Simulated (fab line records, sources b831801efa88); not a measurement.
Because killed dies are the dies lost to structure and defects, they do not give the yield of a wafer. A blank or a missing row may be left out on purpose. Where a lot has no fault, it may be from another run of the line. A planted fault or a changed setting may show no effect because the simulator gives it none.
Matching of chambers ; flow gf180mcu ; 3 sister chambers for GF_CONTACT_CVD_02 on pecvd-01
The step deposits SiO2 from TEOS, target thk 860 nm, time 95.992 s. 18 wafers are shown with their chamber, then 9 later ones without.

WAFERS, EACH WITH ITS CHAMBER
wafer;chamber;heater power w (W);rf fwd power W (W)
L074.1;0;697;597.7
L074.2;2;758;595.9
L074.4;0;725;599.4
L078.1;1;777;597.5
L078.2;2;709;596.9
L078.3;0;734;595.7
L079.1;1;686;595.0
L079.4;0;723;596.2
L079.5;1;781;594.4
L086.3;1;848;593.3
L086.4;1;662;594.0
L086.6;0;571;601.6
L087.1;0;619;593.6
L087.4;0;664;597.0
L087.6;1;798;597.8
L088.2;1;733;594.6
L088.4;0;709;599.7
L088.6;1;791;597.1

SIGNATURES (averages over the wafers above)
reading;chamber 0;chamber 1;chamber 2;scatter within a chamber
heater power w;680.25;759.50;733.50;58.7
rf fwd power W;597.613;595.462;596.400;2.12
Rule: a wafer's distance from a chamber is the root of the sum, over the readings, of the square of ((its reading less the chamber's mean) divided by the reading's scatter). The wafer belongs to the nearest chamber; if the next one is less than 2 further off, it can't be placed. The scatter: the root of (the sum of the squares of (reading less its chamber's mean) over the shown wafers, divided by (wafers less chambers)).

WAFERS MISSING THEIR CHAMBER
wafer;heater power w (W);rf fwd power W (W)
L091.1;726;596.3
L091.5;600;595.0
L091.6;579;598.0
L096.1;750;597.4
L096.5;601;596.4
L096.6;695;598.7
L097.1;776;596.7
L097.2;723;599.6
L097.4;578;598.2

WHICH CHAMBER EACH ONE RAN IN
wafer;from the rows above;in truth
L091.1;can't be placed: 2 or 1 or 0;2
L091.5;can't be placed: 0 or 2 or 1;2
L091.6;can't be placed: 0 or 2 or 1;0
L096.1;can't be placed: 2 or 1 or 0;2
L096.5;can't be placed: 0 or 2 or 1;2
L096.6;can't be placed: 0 or 2 or 1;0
L097.1;can't be placed: 1 or 2 or 0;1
L097.2;can't be placed: 0 or 2 or 1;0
L097.4;can't be placed: 0 or 2 or 1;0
0 of 9 placed correctly. These rows do not allow placing 9 (true chamber among the candidates in 9). Number placed wrongly: 0.
